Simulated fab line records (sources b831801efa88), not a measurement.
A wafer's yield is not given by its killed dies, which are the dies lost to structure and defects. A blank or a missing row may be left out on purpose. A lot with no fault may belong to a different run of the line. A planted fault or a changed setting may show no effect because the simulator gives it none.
fab line records	flow gf180mcu
record: lots: 24	wafers: 72	last-day: 35
route steps=602 shown STI@13 M1@320 V1@350 M2@363 V4@498
lots with no fault: from the same line, run without faults
start-h: hours from the record's first day to the start of the lot's first wafer shown	wait-h: hours since the lot's step before	" the same as in the row above	L1.1+2: several wafers, shown together as one row	- no value, or no start given	* or withheld: withheld	< > ~ a bound
route shown NAME@n: NAME is a module with steps in the file, n the number in the route of the first one	usual: mean/standard deviation of fault-free wafers	same: alike in all rows	chamber/n: place in a boat	sites: per-site readings	_std_site: standard deviation of those values	_edge_site: mean of outer sites minus mean of inner sites	radius-mm: how far each site lies from the wafer's centre	mask NAME#n: copy n	behind: tool/chamber where the wafer was last shaped	hold: what put the lot on hold/how long, in hours/how the hold closed	device: the transistor (n, p or np) that didn't switch	end of line: tests run on the same wafers once the route is complete	a step without rows: its recipe alone	killed: not the wafer's yield, but the dies lost to structure and defects at the first sort	map: shows each die of a wafer: x if killed, . if not, _ if none is there
set.NAME: the setting as run; set.NAME@STEP: as run at that earlier step	model.NAME: the simulator's own value behind a step, which no gauge read
the route's steps for a sample of lots (tables are steps, rows are wafers)
services: the hour from which a tool's chamber was out of use, counted from the record's first day as start-h (under 0 if before that day), plus the number of hours and why
== steps ==
step: GF_STI_CD_MEAS_12
recipe: target-cd-nm: 220
usual: cd-nm: 220.0/1.4
lot.wafer	tool	chamber	start-h	wait-h	cd-nm
L074.3	cd-sem-01	-	25.71	0.1	221.3
L074.4	"	-	"	"	221.8
L074.6	"	-	"	"	220.4
L075.2	cd-sem-02	-	30.34	0.1	221.4
L075.3	"	-	"	"	220.8
L075.5	"	-	"	"	220.6
L076.2	cd-sem-01	-	36.02	0.1	217.9
L076.4	"	-	"	"	219.1
L076.5	"	-	"	"	217.7
L077.2	cd-sem-01	-	40.89	0.1	218.9
L077.4	"	-	"	"	218.7
L077.5	"	-	"	"	219.3
L078.1	cd-sem-01	-	46.17	0.1	220.1
L078.5	"	-	"	"	218.3
L078.6	"	-	"	"	219.6
L079.2	cd-sem-02	-	52.02	0.1	218.5
L079.3	"	-	"	"	219.4
L079.5	"	-	"	"	219.2
L080.2	cd-sem-01	-	56.99	0.1	219.1
L080.3	"	-	"	"	218.5
L080.4	"	-	"	"	219.1
L081.1	cd-sem-01	-	62.69	0.1	220.8
L081.2	"	-	"	"	220.4
L081.6	"	-	"	"	219.7
L082.1	cd-sem-01	-	67.47	0.1	219.0
L082.5	"	-	"	"	220.1
L082.6	"	-	"	"	218.9
L083.1	cd-sem-02	-	72.22	0.1	217.7
L083.4	"	-	"	"	218.4
L083.6	"	-	"	"	217.9
L084.1	cd-sem-01	-	77.54	0.1	219.6
L084.3	"	-	"	"	219.3
L084.6	"	-	"	"	219.7
L085.1	cd-sem-02	-	82.40	0.1	218.4
L085.2	"	-	"	"	219.0
L085.4	"	-	"	"	219.8
L086.2	cd-sem-02	-	87.16	0.1	222.9
L086.4	"	-	"	"	223.0
L086.5	"	-	"	"	223.0
L087.2	cd-sem-02	-	92.14	0.1	222.4
L087.3	"	-	"	"	222.7
L087.4	"	-	"	"	222.5
L088.2	cd-sem-01	-	98.31	0.1	219.9
L088.4	"	-	"	"	219.3
L088.6	"	-	"	"	220.2
L089.1	cd-sem-02	-	102.49	0.1	220.1
L089.4	"	-	"	"	218.8
L089.6	"	-	"	"	218.5
L090.1	cd-sem-01	-	107.84	0.1	220.3
L090.4	"	-	"	"	221.0
L090.6	"	-	"	"	218.8
L091.1	cd-sem-02	-	112.92	0.1	220.2
L091.4	"	-	"	"	219.0
L091.5	"	-	"	"	220.0
L092.3	cd-sem-01	-	119.11	0.1	218.5
L092.4	"	-	"	"	219.8
L092.5	"	-	"	"	218.3
L093.2	cd-sem-01	-	127.16	0.1	222.0
L093.4	"	-	"	"	222.1
L093.5	"	-	"	"	222.1
L094.1	cd-sem-01	-	132.29	0.1	219.4
L094.2	"	-	"	"	219.9
L094.3	"	-	"	"	220.5
L095.2	cd-sem-01	-	136.29	0.1	222.2
L095.4	"	-	"	"	222.4
L095.6	"	-	"	"	221.4
L096.1	cd-sem-02	-	139.97	0.1	217.5
L096.4	"	-	"	"	218.7
L096.6	"	-	"	"	218.0
L097.4	cd-sem-01	-	144.21	0.1	219.7
L097.5	"	-	"	"	219.0
L097.6	"	-	"	"	220.4
step: GF_M1_RS_MEAS_05
recipe: thk-meas-gauge: four-point-probe	reads: TiN_of_M1_SPUTTER_04+Ti_of_M1_SPUTTER_03+AlCu_of_M1_SPUTTER_02+TiN_of_M1_SPUTTER_01+Ti_of_M1_SPUTTER_00
usual: M1_ALCU_RS: 0.0696/0.00091
lot.wafer	tool	chamber	start-h	wait-h	M1_ALCU_RS[ohm/sq]
L074.3	film-metro-03	-	380.87	0.1	0.0682
L074.4	"	-	"	"	0.0700
L074.6	"	-	"	"	0.0705
L075.2	film-metro-03	-	392.43	0.0	0.0707
L075.3	"	-	"	"	0.0695
L075.5	"	-	"	"	0.0695
L076.2	film-metro-03	-	393.17	0.0	0.0711
L076.4	"	-	"	"	0.0695
L076.5	"	-	"	"	0.0700
L077.2	film-metro-03	-	404.22	0.1	0.0677
L077.4	"	-	"	"	0.0696
L077.5	"	-	"	"	0.0688
L078.1	film-metro-04	-	419.93	0.0	0.0711
L078.5	"	-	"	"	0.0699
L078.6	"	-	"	"	0.0713
L079.2	film-metro-03	-	429.02	0.0	0.0692
L079.3	"	-	"	"	0.0703
L079.5	"	-	"	"	0.0695
L080.2	film-metro-04	-	434.75	0.0	0.0702
L080.3	"	-	"	"	0.0701
L080.4	"	-	"	"	0.0709
L082.1	film-metro-04	-	449.00	0.0	0.0700
L082.5	"	-	"	"	0.0690
L082.6	"	-	"	"	0.0705
L081.1	film-metro-04	-	450.17	0.0	0.0708
L081.2	"	-	"	"	0.0704
L081.6	"	-	"	"	0.0696
L083.1	film-metro-04	-	458.51	0.0	0.0691
L083.4	"	-	"	"	0.0696
L083.6	"	-	"	"	0.0702
L084.1	film-metro-04	-	464.64	0.0	0.0700
L084.3	"	-	"	"	0.0700
L084.6	"	-	"	"	0.0695
L085.1	film-metro-04	-	472.20	0.0	0.0697
L085.2	"	-	"	"	0.0702
L085.4	"	-	"	"	0.0704
L086.2	film-metro-03	-	480.67	0.0	0.0683
L086.4	"	-	"	"	0.0680
L086.5	"	-	"	"	0.0687
L087.2	film-metro-04	-	489.60	0.0	0.0712
L087.3	"	-	"	"	0.0696
L087.4	"	-	"	"	0.0698
L088.2	film-metro-03	-	504.90	0.0	0.0678
L088.4	"	-	"	"	0.0679
L088.6	"	-	"	"	0.0676
L089.1	film-metro-04	-	516.86	0.0	0.0698
L089.4	"	-	"	"	0.0685
L089.6	"	-	"	"	0.0693
L090.1	film-metro-04	-	519.72	0.0	0.0690
L090.4	"	-	"	"	0.0693
L090.6	"	-	"	"	0.0688
L091.1	film-metro-01	-	528.08	0.0	0.0691
L091.4	"	-	"	"	0.0690
L091.5	"	-	"	"	0.0689
L092.3	film-metro-03	-	533.45	0.1	0.0684
L092.4	"	-	"	"	0.0695
L092.5	"	-	"	"	0.0683
L093.2	film-metro-04	-	544.37	0.0	0.0710
L093.4	"	-	"	"	0.0709
L093.5	"	-	"	"	0.0700
L094.1	film-metro-01	-	549.72	0.0	0.0708
L094.2	"	-	"	"	0.0702
L094.3	"	-	"	"	0.0709
L095.2	film-metro-03	-	562.67	0.0	0.0677
L095.4	"	-	"	"	0.0683
L095.6	"	-	"	"	0.0683
L096.1	film-metro-03	-	566.19	0.0	0.0691
L096.4	"	-	"	"	0.0700
L096.6	"	-	"	"	0.0700
L097.4	film-metro-03	-	574.73	0.1	0.0701
L097.5	"	-	"	"	0.0689
L097.6	"	-	"	"	0.0702
step: GF_V1_OVL_MEAS_15
usual: V1_OVL: 0/4.3
lot.wafer	tool	chamber	start-h	wait-h	V1_OVL[nm]
L074.3	overlay-01	-	430.13	0.1	-1
L074.4	"	-	"	"	6
L074.6	"	-	"	"	4
L075.2	overlay-02	-	442.27	0.1	5
L075.3	"	-	"	"	4
L075.5	"	-	"	"	1
L076.2	overlay-02	-	442.99	0.1	-6
L076.4	"	-	"	"	-13
L076.5	"	-	"	"	-8
L077.2	overlay-01	-	454.19	0.1	6
L077.4	"	-	"	"	1
L077.5	"	-	"	"	-3
L078.1	overlay-02	-	471.28	0.1	2
L078.5	"	-	"	"	0
L078.6	"	-	"	"	-2
L079.2	overlay-02	-	480.08	0.1	-4
L079.3	"	-	"	"	-1
L079.5	"	-	"	"	-2
L080.2	overlay-01	-	485.72	0.1	-5
L080.3	"	-	"	"	4
L080.4	"	-	"	"	-2
L082.1	overlay-02	-	499.93	0.1	-3
L082.5	"	-	"	"	0
L082.6	"	-	"	"	-1
L081.1	overlay-02	-	501.48	0.1	1
L081.2	"	-	"	"	2
L081.6	"	-	"	"	-5
L083.1	overlay-02	-	509.26	0.1	-3
L083.4	"	-	"	"	0
L083.6	"	-	"	"	-6
L084.1	overlay-02	-	514.12	0.1	8
L084.3	"	-	"	"	1
L084.6	"	-	"	"	-4
L085.1	overlay-02	-	521.62	0.1	3
L085.2	"	-	"	"	6
L085.4	"	-	"	"	8
L086.2	overlay-02	-	529.57	0.1	4
L086.4	"	-	"	"	2
L086.5	"	-	"	"	4
L087.2	overlay-02	-	538.58	0.1	-3
L087.3	"	-	"	"	-2
L087.4	"	-	"	"	-3
L088.2	overlay-02	-	552.38	0.1	4
L088.4	"	-	"	"	0
L088.6	"	-	"	"	-3
L089.1	overlay-02	-	564.13	0.1	4
L089.4	"	-	"	"	-4
L089.6	"	-	"	"	1
L090.1	overlay-01	-	566.38	0.1	-7
L090.4	"	-	"	"	-2
L090.6	"	-	"	"	-3
L091.1	overlay-02	-	574.96	0.1	1
L091.4	"	-	"	"	7
L091.5	"	-	"	"	-6
L092.3	overlay-02	-	580.44	0.1	-1
L092.4	"	-	"	"	0
L092.5	"	-	"	"	2
L093.2	overlay-01	-	589.74	0.1	-4
L093.4	"	-	"	"	-3
L093.5	"	-	"	"	-9
L094.1	overlay-02	-	596.27	0.1	2
L094.2	"	-	"	"	4
L094.3	"	-	"	"	0
L095.2	overlay-01	-	607.72	0.1	3
L095.4	"	-	"	"	0
L095.6	"	-	"	"	1
L096.1	overlay-01	-	611.86	0.1	-3
L096.4	"	-	"	"	2
L096.6	"	-	"	"	-3
L097.4	overlay-01	-	619.03	0.1	-5
L097.5	"	-	"	"	0
L097.6	"	-	"	"	-4
step: GF_V1_ETCH_16
recipe: chemistry: N2/H2	target-depth-a: withheld	overetch-a: withheld	time-s: withheld	target: BARC	ion-energy-ev: 200	source-w: 500	bias-w: 100	pressure-mtorr: 30	n2-flow-sccm: 100	h2-flow-sccm: 200
usual: drypump-motor-current-A: 5.7/0.42	oes-product-au: 0.856/0.005	throttle-valve-pct: 13.225/0.0083
lot.wafer	tool	chamber	start-h	wait-h	drypump-motor-current-A	oes-product-au	throttle-valve-pct
L074.3	rie-diel-02	2	430.15	0.0	6.2	0.857	13.229
L074.4	"	3	"	"	6.1	0.860	13.223
L074.6	"	2	"	"	6.2	0.852	13.225
L075.2	rie-diel-04	2	442.30	0.0	6.1	0.854	13.206
L075.3	"	0	"	"	5.4	0.853	13.210
L075.5	"	0	"	"	5.4	0.864	13.220
L076.2	rie-diel-02	3	443.02	0.0	6.2	0.851	13.223
L076.4	"	2	"	"	6.2	0.853	13.214
L076.5	"	3	"	"	6.2	0.851	13.214
L077.2	rie-diel-01	3	454.22	0.0	5.1	0.855	13.233
L077.4	"	2	"	"	5.5	0.856	13.222
L077.5	"	1	"	"	5.3	0.856	13.218
L078.1	rie-diel-04	3	471.32	0.0	6.3	0.854	13.213
L078.5	"	3	"	"	6.3	0.856	13.232
L078.6	"	2	"	"	6.1	0.864	13.219
L079.2	rie-diel-04	2	480.11	0.0	6.1	0.866	13.213
L079.3	"	1	"	"	5.2	0.861	13.224
L079.5	"	0	"	"	5.4	0.859	13.233
L080.2	rie-diel-04	2	485.75	0.0	6.1	0.852	13.234
L080.3	"	0	"	"	5.4	0.859	13.232
L080.4	"	1	"	"	5.2	0.852	13.220
L082.1	rie-diel-02	0	499.97	0.0	5.9	0.856	13.227
L082.5	"	0	"	"	5.9	0.847	13.219
L082.6	"	1	"	"	5.7	0.860	13.231
L081.1	rie-diel-01	2	501.52	0.0	5.5	0.853	13.223
L081.2	"	0	"	"	5.4	0.857	13.218
L081.6	"	2	"	"	5.5	0.850	13.230
L083.1	rie-diel-04	2	509.30	0.0	6.1	0.854	13.237
L083.4	"	0	"	"	5.4	0.845	13.225
L083.6	"	0	"	"	5.4	0.858	13.222
L084.1	rie-diel-01	3	514.16	0.0	5.1	0.858	13.232
L084.3	"	2	"	"	5.5	0.856	13.235
L084.6	"	1	"	"	5.3	0.853	13.225
L085.1	rie-diel-01	1	521.66	0.0	5.3	0.855	13.232
L085.2	"	2	"	"	5.5	0.856	13.217
L085.4	"	3	"	"	5.1	0.851	13.235
L086.2	rie-diel-02	2	529.60	0.0	6.2	0.855	13.227
L086.4	"	3	"	"	6.1	0.857	13.215
L086.5	"	3	"	"	6.1	0.848	13.221
L087.2	rie-diel-04	3	538.61	0.0	6.3	0.859	13.205
L087.3	"	0	"	"	5.4	0.851	13.233
L087.4	"	1	"	"	5.2	0.855	13.214
L088.2	rie-diel-04	3	552.41	0.0	6.2	0.854	13.219
L088.4	"	2	"	"	6.1	0.860	13.229
L088.6	"	1	"	"	5.2	0.855	13.225
L089.1	rie-diel-01	2	564.17	0.0	5.5	0.859	13.224
L089.4	"	2	"	"	5.5	0.862	13.237
L089.6	"	1	"	"	5.3	0.859	13.219
L090.1	rie-diel-04	3	566.42	0.0	6.3	0.861	13.214
L090.4	"	0	"	"	5.4	0.861	13.234
L090.6	"	2	"	"	6.1	0.860	13.227
L091.1	rie-diel-02	3	575.00	0.0	6.2	0.839	13.225
L091.4	"	1	"	"	5.7	0.857	13.220
L091.5	"	0	"	"	5.9	0.853	13.220
L092.3	rie-diel-02	3	580.47	0.0	6.1	0.853	13.239
L092.4	"	0	"	"	5.9	0.857	13.234
L092.5	"	3	"	"	6.2	0.856	13.231
L093.2	rie-diel-01	0	589.77	0.0	5.4	0.855	13.231
L093.4	"	3	"	"	5.1	0.852	13.218
L093.5	"	3	"	"	5.1	0.850	13.218
L094.1	rie-diel-02	3	596.30	0.0	6.1	0.856	13.238
L094.2	"	2	"	"	6.2	0.859	13.243
L094.3	"	1	"	"	5.7	0.860	13.218
L095.2	rie-diel-01	1	607.75	0.0	5.2	0.855	13.223
L095.4	"	2	"	"	5.5	0.859	13.239
L095.6	"	1	"	"	5.3	0.860	13.213
L096.1	rie-diel-04	2	611.90	0.0	6.1	0.856	13.229
L096.4	"	3	"	"	6.3	0.859	13.214
L096.6	"	3	"	"	6.3	0.861	13.233
L097.4	rie-diel-01	3	619.07	0.0	5.1	0.847	13.214
L097.5	"	2	"	"	5.5	0.868	13.214
L097.6	"	1	"	"	5.3	0.857	13.217
step: GF_M2_SPUTTER_01
recipe: material: TiN	target-thk-nm: 30	power-w: 6500	time-s: 25	chamber-pressure-pa: 0.4
usual: throttle-valve-pct: 29.8/0.84
lot.wafer	tool	chamber	start-h	wait-h	throttle-valve-pct
L074.3	pvd-sputter-04	-	431.64	0.1	28.1
L074.4	"	-	"	"	30.7
L074.6	"	-	"	"	28.3
L075.2	pvd-sputter-03	-	443.75	0.1	28.8
L075.3	"	-	"	"	28.5
L075.5	"	-	"	"	28.7
L076.2	pvd-sputter-02	-	444.54	0.1	29.9
L076.4	"	-	"	"	31.1
L076.5	"	-	"	"	31.1
L077.2	pvd-sputter-02	-	455.93	0.1	30.1
L077.4	"	-	"	"	31.0
L077.5	"	-	"	"	30.4
L078.1	pvd-sputter-02	-	472.77	0.1	30.2
L078.5	"	-	"	"	30.1
L078.6	"	-	"	"	30.9
L079.2	pvd-sputter-02	-	481.63	0.1	29.9
L079.3	"	-	"	"	29.9
L079.5	"	-	"	"	30.5
L080.2	pvd-sputter-04	-	487.20	0.1	28.3
L080.3	"	-	"	"	29.6
L080.4	"	-	"	"	30.6
L082.1	pvd-sputter-02	-	501.54	0.1	31.0
L082.5	"	-	"	"	30.6
L082.6	"	-	"	"	30.2
L081.1	pvd-sputter-03	-	502.97	0.1	29.0
L081.2	"	-	"	"	28.8
L081.6	"	-	"	"	29.2
L083.1	pvd-sputter-04	-	510.75	0.1	29.4
L083.4	"	-	"	"	30.2
L083.6	"	-	"	"	28.2
L084.1	pvd-sputter-02	-	515.62	0.1	30.1
L084.3	"	-	"	"	30.0
L084.6	"	-	"	"	30.8
L085.1	pvd-sputter-03	-	523.11	0.1	28.9
L085.2	"	-	"	"	29.1
L085.4	"	-	"	"	28.5
L086.2	pvd-sputter-02	-	531.05	0.1	30.6
L086.4	"	-	"	"	29.9
L086.5	"	-	"	"	29.9
L087.2	pvd-sputter-02	-	540.06	0.1	30.2
L087.3	"	-	"	"	30.5
L087.4	"	-	"	"	29.9
L088.2	pvd-sputter-02	-	553.86	0.1	31.1
L088.4	"	-	"	"	29.7
L088.6	"	-	"	"	30.1
L089.1	pvd-sputter-04	-	565.62	0.1	30.2
L089.4	"	-	"	"	28.3
L089.6	"	-	"	"	29.3
L090.1	pvd-sputter-03	-	567.88	0.1	28.6
L090.4	"	-	"	"	28.6
L090.6	"	-	"	"	28.9
L091.1	pvd-sputter-03	-	576.45	0.1	29.5
L091.4	"	-	"	"	28.9
L091.5	"	-	"	"	29.0
L092.3	pvd-sputter-02	-	581.93	0.1	30.7
L092.4	"	-	"	"	31.0
L092.5	"	-	"	"	30.6
L093.2	pvd-sputter-03	-	591.22	0.1	28.8
L093.4	"	-	"	"	29.2
L093.5	"	-	"	"	29.3
L094.1	pvd-sputter-03	-	597.79	0.1	29.5
L094.2	"	-	"	"	28.9
L094.3	"	-	"	"	28.9
L095.2	pvd-sputter-02	-	609.21	0.1	30.6
L095.4	"	-	"	"	30.3
L095.6	"	-	"	"	30.2
L096.1	pvd-sputter-02	-	613.35	0.1	30.8
L096.4	"	-	"	"	30.0
L096.6	"	-	"	"	29.8
L097.4	pvd-sputter-03	-	620.50	0.1	29.6
L097.5	"	-	"	"	29.4
L097.6	"	-	"	"	28.6
step: GF_V4_SPUTTER_22
recipe: material: TiN	target-thk-nm: 10	chamber-pressure-pa: 5	power-w: 4000	time-s: 40
usual: throttle-valve-pct: 30.4/0.93
lot.wafer	tool	chamber	start-h	wait-h	throttle-valve-pct
L074.3	pvd-sputter-01	-	582.23	0.0	31.5
L074.4	"	-	"	"	30.5
L074.6	"	-	"	"	30.6
L075.2	pvd-sputter-01	-	591.19	0.0	30.6
L075.3	"	-	"	"	30.4
L075.5	"	-	"	"	31.5
L076.2	pvd-sputter-03	-	593.14	0.0	29.2
L076.4	"	-	"	"	29.2
L076.5	"	-	"	"	28.9
L077.2	pvd-sputter-01	-	603.25	0.0	31.5
L077.4	"	-	"	"	30.7
L077.5	"	-	"	"	30.3
L078.1	pvd-sputter-03	-	618.76	0.0	29.6
L078.5	"	-	"	"	28.6
L078.6	"	-	"	"	29.1
L079.2	pvd-sputter-03	-	627.58	0.0	29.2
L079.3	"	-	"	"	28.7
L079.5	"	-	"	"	28.6
L080.2	pvd-sputter-01	-	631.54	0.0	31.5
L080.3	"	-	"	"	30.4
L080.4	"	-	"	"	31.5
L082.1	pvd-sputter-02	-	642.53	0.0	30.6
L082.5	"	-	"	"	31.0
L082.6	"	-	"	"	29.9
L081.1	pvd-sputter-02	-	643.98	0.0	29.7
L081.2	"	-	"	"	30.6
L081.6	"	-	"	"	30.1
L083.1	pvd-sputter-01	-	652.56	0.0	30.7
L083.4	"	-	"	"	31.6
L083.6	"	-	"	"	30.8
L084.1	pvd-sputter-02	-	655.59	0.0	30.0
L084.3	"	-	"	"	30.0
L084.6	"	-	"	"	30.3
L085.1	pvd-sputter-03	-	662.56	0.0	29.1
L085.2	"	-	"	"	28.7
L085.4	"	-	"	"	29.2
L086.2	pvd-sputter-01	-	668.13	0.0	30.2
L086.4	"	-	"	"	31.8
L086.5	"	-	"	"	30.5
L087.2	pvd-sputter-02	-	675.90	0.0	29.8
L087.3	"	-	"	"	30.0
L087.4	"	-	"	"	31.2
L088.2	pvd-sputter-01	-	688.09	0.0	31.2
L088.4	"	-	"	"	31.6
L088.6	"	-	"	"	31.9
L089.1	pvd-sputter-01	-	699.75	0.0	30.2
L089.4	"	-	"	"	30.5
L089.6	"	-	"	"	30.5
L090.1	pvd-sputter-01	-	700.39	0.0	30.4
L090.4	"	-	"	"	31.4
L090.6	"	-	"	"	31.6
L091.1	pvd-sputter-02	-	708.40	0.0	31.2
L091.4	"	-	"	"	30.2
L091.5	"	-	"	"	30.7
L092.3	pvd-sputter-01	-	712.68	0.0	30.3
L092.4	"	-	"	"	31.4
L092.5	"	-	"	"	30.8
L093.2	pvd-sputter-01	-	720.49	0.0	31.6
L093.4	"	-	"	"	31.4
L093.5	"	-	"	"	30.6
L094.1	pvd-sputter-01	-	725.47	0.0	30.7
L094.2	"	-	"	"	31.5
L094.3	"	-	"	"	31.6
L095.2	pvd-sputter-01	-	736.79	0.0	30.5
L095.4	"	-	"	"	31.4
L095.6	"	-	"	"	31.4
L096.1	pvd-sputter-01	-	739.46	0.0	30.6
L096.4	"	-	"	"	31.5
L096.6	"	-	"	"	30.6
L097.4	pvd-sputter-03	-	744.79	0.0	29.3
L097.5	"	-	"	"	29.3
L097.6	"	-	"	"	28.7
== services ==
tool	chamber	start-h	hours	kind
pvd-sputter-03	-	413.20	1.9	repair
rie-diel-02	1	425.52	9.6	repair
pvd-sputter-01	-	426.35	3.0	repair
rie-diel-01	-	427.41	0.6	repair
rie-diel-01	0	427.50	15.8	repair
pvd-sputter-03	-	432.01	9.3	repair
rie-diel-04	3	462.67	2.7	repair
rie-diel-04	-	478.93	0.7	repair
rie-diel-04	0	498.04	7.5	repair
rie-diel-04	3	498.85	1.7	repair
pvd-sputter-01	-	508.74	2.5	repair
rie-diel-01	-	540.38	0.5	repair
rie-diel-04	1	554.99	9.7	repair
pvd-sputter-02	-	571.25	7.4	repair
rie-diel-04	1	595.56	6.0	repair
rie-diel-04	2	600.56	5.9	repair
rie-diel-01	0	616.84	3.6	repair
rie-diel-04	2	619.00	15.2	repair
rie-diel-04	-	671.33	2.6	repair
rie-diel-01	1	672.51	3.0	repair
pvd-sputter-01	-	676.21	3.9	repair
pvd-sputter-01	-	677.27	1.2	repair
pvd-sputter-03	-	686.44	1.1	repair
rie-diel-01	2	738.15	6.1	repair
== key ==
fault none
